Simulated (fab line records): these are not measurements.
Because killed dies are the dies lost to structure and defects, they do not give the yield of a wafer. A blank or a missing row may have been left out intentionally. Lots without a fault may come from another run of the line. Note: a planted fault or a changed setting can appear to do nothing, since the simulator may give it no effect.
Which of the tools did it?    flow gf180mcu    7 lots with 21 wafers sampled at 3 steps, on a route of 602 steps

## WHAT THE GAUGES SHOWED, per wafer
GF_M5_CD_MEAS_07: target cd 280 nm.
lot   measured      on         cd-nm (nm)
L543  day 27 21:39  cd-sem-02  277.1 278.1 277.8
L550  day 30 03:00  cd-sem-02  280.1 281.1 280.4
L554  day 30 21:37  cd-sem-02  281.5 281.7 282.5
L556  day 31 11:47  cd-sem-02  281.0 280.1 280.0
L558  day 31 15:22  cd-sem-02  278.5 279.7 280.0
L560  day 32 08:14  cd-sem-01  277.8 279.3 280.5
L562  day 32 17:01  cd-sem-01  282.0 280.8 282.1

## WHAT TOOL EACH LOT RAN ON (gives the tool, then ch and the chambers of the sampled wafers, and finally the start)
lot   GF_MIM_CVD_05                    GF_MIM_SPUTTER_09
L543  pecvd-03 ch 0,1, day 26 05:08    pvd-sputter-02, day 26 05:18
L550  pecvd-04 ch 1,2, day 28 12:16    pvd-sputter-03, day 28 12:26
L554  pecvd-02 ch 0,2, day 29 08:01    pvd-sputter-02, day 29 08:10
L556  pecvd-02 ch 0,1,2, day 29 22:55  pvd-sputter-02, day 29 23:05
L558  pecvd-04 ch 0,1,2, day 30 03:26  pvd-sputter-04, day 30 03:35
L560  pecvd-02 ch 1,2, day 30 21:15    pvd-sputter-03, day 30 21:25
L562  pecvd-03 ch 0,1, day 31 06:59    pvd-sputter-02, day 31 07:09
- GF_MIM_CVD_05: deposits Si3N4, target thk 42 nm, time 29.086 s.
- GF_MIM_SPUTTER_09: material TiN, target thk 35 nm, time 29.2 s.

## THE ANSWER, worked out from the rows above alone
Rule: the lots themselves supply what counts as usual. Put in order of their means at a reading, lots are off if they are a third of the lots or fewer, leave a main group of 4 or more, and stand apart from it by a gap of 3 or more times the standard deviation of the main group's means; of several such gaps the widest counts. The tables above print the reading to a certain number of digits; a main group whose means all agree to those digits is not used. Also off: a lot with no number at a reading for which 4 or more lots have one. Where the step has rows for the other lots, those lots are counted as sound.
No lot is off at any reading shown: from this, nothing can be told.

## WHAT HAD BEEN PUT IN BY THE SIMULATOR
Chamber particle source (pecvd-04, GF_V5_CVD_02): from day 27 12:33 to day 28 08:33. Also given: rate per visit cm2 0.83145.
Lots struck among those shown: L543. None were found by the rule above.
